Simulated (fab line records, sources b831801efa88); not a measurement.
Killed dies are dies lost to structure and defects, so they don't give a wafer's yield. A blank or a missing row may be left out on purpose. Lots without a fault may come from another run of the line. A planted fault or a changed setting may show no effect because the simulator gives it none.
Which tool did it? | flow gf180mcu | 6 lots, 18 wafers sampled, at 2 steps of a route of 602

WHAT THE GAUGES READ, wafer by wafer
GF_VT_IMPLANT_RS_MEAS_47: measures by four-point-probe.
lot  | measured     | on            | NWELL_RS (ohm/sq)
L518 | day 8 01:56  | film_metro-02 | 487.6 487.6 487.6
L521 | day 8 22:32  | film_metro-01 | 453.8 452.6 453.5
L531 | day 11 20:46 | film_metro-01 | 487.9 487.1 486.0
L533 | day 12 07:44 | film_metro-02 | 485.6 487.1 487.0
L535 | day 12 20:12 | film_metro-03 | 487.1 486.5 486.8
L537 | day 13 09:47 | film_metro-03 | 486.5 486.6 486.0

WHICH TOOL RAN EACH LOT (tool, then ch and the chambers of the sampled wafers, then the start)
lot  | GF_NWELL_IMPLANT_09
L518 | implanter-01 ch 0, day 3 19:10
L521 | implanter-01 ch 0, day 4 12:08
L531 | implanter-02 ch 0, day 6 19:35
L533 | implanter-01 ch 0, day 7 05:44
L535 | implanter-03 ch 0, day 7 14:34
L537 | implanter-02 ch 0, day 8 02:28
- GF_NWELL_IMPLANT_09

THE ANSWER, worked out from the rows above alone
Rule: what is usual is taken from the lots themselves. Put in order of their means at a reading, lots are off if they are a third of the lots or fewer, leave a main group of 4 or more, and stand apart from it by a gap of 3 or more times the standard deviation of the main group's means; of several such gaps the widest counts. A main group whose means are all the same, to the digits that the tables above print for the reading, isn't used. A lot without any number at a reading at which 4 lots or more have one is off too. The other lots that the step has rows for count as sound.
Off: L521, at GF_VT_IMPLANT_RS_MEAS_47 (NWELL_RS). The main group: mean 486.9 ohm/sq, standard deviation 0.42.
A tool fits if, at a process step before that reading, it ran every lot that is off, and no sound lot after the first of them. The gauges at GF_VT_IMPLANT_RS_MEAS_47 are tried like those tools. None of those tried fits.

WHAT THE SIMULATOR HAD PUT IN
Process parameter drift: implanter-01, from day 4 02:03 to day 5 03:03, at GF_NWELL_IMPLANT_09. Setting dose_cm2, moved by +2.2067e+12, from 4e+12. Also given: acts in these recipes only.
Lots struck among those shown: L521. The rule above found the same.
